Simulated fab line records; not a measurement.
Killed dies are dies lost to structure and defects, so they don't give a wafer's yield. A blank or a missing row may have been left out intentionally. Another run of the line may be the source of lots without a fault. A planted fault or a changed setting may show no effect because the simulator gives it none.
Matching of chambers + flow gf180mcu + GF_V2_CMP_26 on cmp-01: 4 sister chambers
The step polishes, stops on SiO2, t overpolish 15 s, target thk 0 nm. 8 wafers are shown with their chamber, then 12 later ones without.

WAFERS PAIRED WITH THEIR CHAMBERS
| wafer  | chamber | motor current A (A) | time to endpoint s (s) |
|--------|---------|---------------------|------------------------|
| L080.5 | 3       | 12.3                | 87                     |
| L084.2 | 2       | 10.9                | 86                     |
| L086.1 | 3       | 12.1                | 82                     |
| L086.3 | 0       | 10.7                | 86                     |
| L086.4 | 1       | 10.8                | 87                     |
| L086.2 | 2       | 10.7                | 91                     |
| L086.5 | 0       | 10.6                | 86                     |
| L086.6 | 1       | 10.2                | 86                     |

WAFERS WITHOUT THEIR CHAMBER
| wafer  | motor current A (A) | time to endpoint s (s) |
|--------|---------------------|------------------------|
| L087.1 | 10.5                | 86                     |
| L087.2 | 11.1                | 84                     |
| L087.6 | 11.6                | 88                     |
| L092.1 | 10.6                | 93                     |
| L092.3 | 12.0                | 88                     |
| L092.5 | 10.9                | 89                     |
| L095.1 | 10.4                | 78                     |
| L095.3 | 10.7                | 83                     |
| L095.4 | 12.0                | 82                     |
| L096.3 | 10.5                | 85                     |
| L096.4 | 11.0                | 88                     |
| L096.6 | 12.0                | 84                     |

WHICH CHAMBER EACH ONE RAN IN
| wafer  | from the rows above               | in truth |
|--------|-----------------------------------|----------|
| L087.1 | can't be placed: 1 or 0 or 2      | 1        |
| L087.2 | can't be placed: 0 or 2 or 1      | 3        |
| L087.6 | can't be placed: 3 or 2 or 0 or 1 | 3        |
| L092.1 | can't be placed: 2 or 1 or 0      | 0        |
| L092.3 | 3                                 | 3        |
| L092.5 | can't be placed: 2 or 0 or 1      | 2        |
| L095.1 | can't be placed: 0 or 1 or 2      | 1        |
| L095.3 | can't be placed: 0 or 1 or 2      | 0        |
| L095.4 | 3                                 | 3        |
| L096.3 | can't be placed: 1 or 0 or 2      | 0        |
| L096.4 | can't be placed: 2 or 0 or 1      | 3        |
| L096.6 | 3                                 | 3        |
Correctly placed: 3 of 12. Can't be placed from these rows: 9 (the true chamber is among the candidates in 7). 0 placed wrongly.
How it was worked out, from the rows above alone: a wafer's distance from a chamber is the root of the sum, over the readings, of the square of ((its reading less the chamber's mean) divided by the reading's scatter). The wafer belongs to the nearest chamber; if the next one is less than 2 further off, it can't be placed. Each chamber's mean is taken over the wafers shown for it. The scatter: the root of (the sum of the squares of (reading less its chamber's mean) over the shown wafers, divided by (wafers less chambers)).
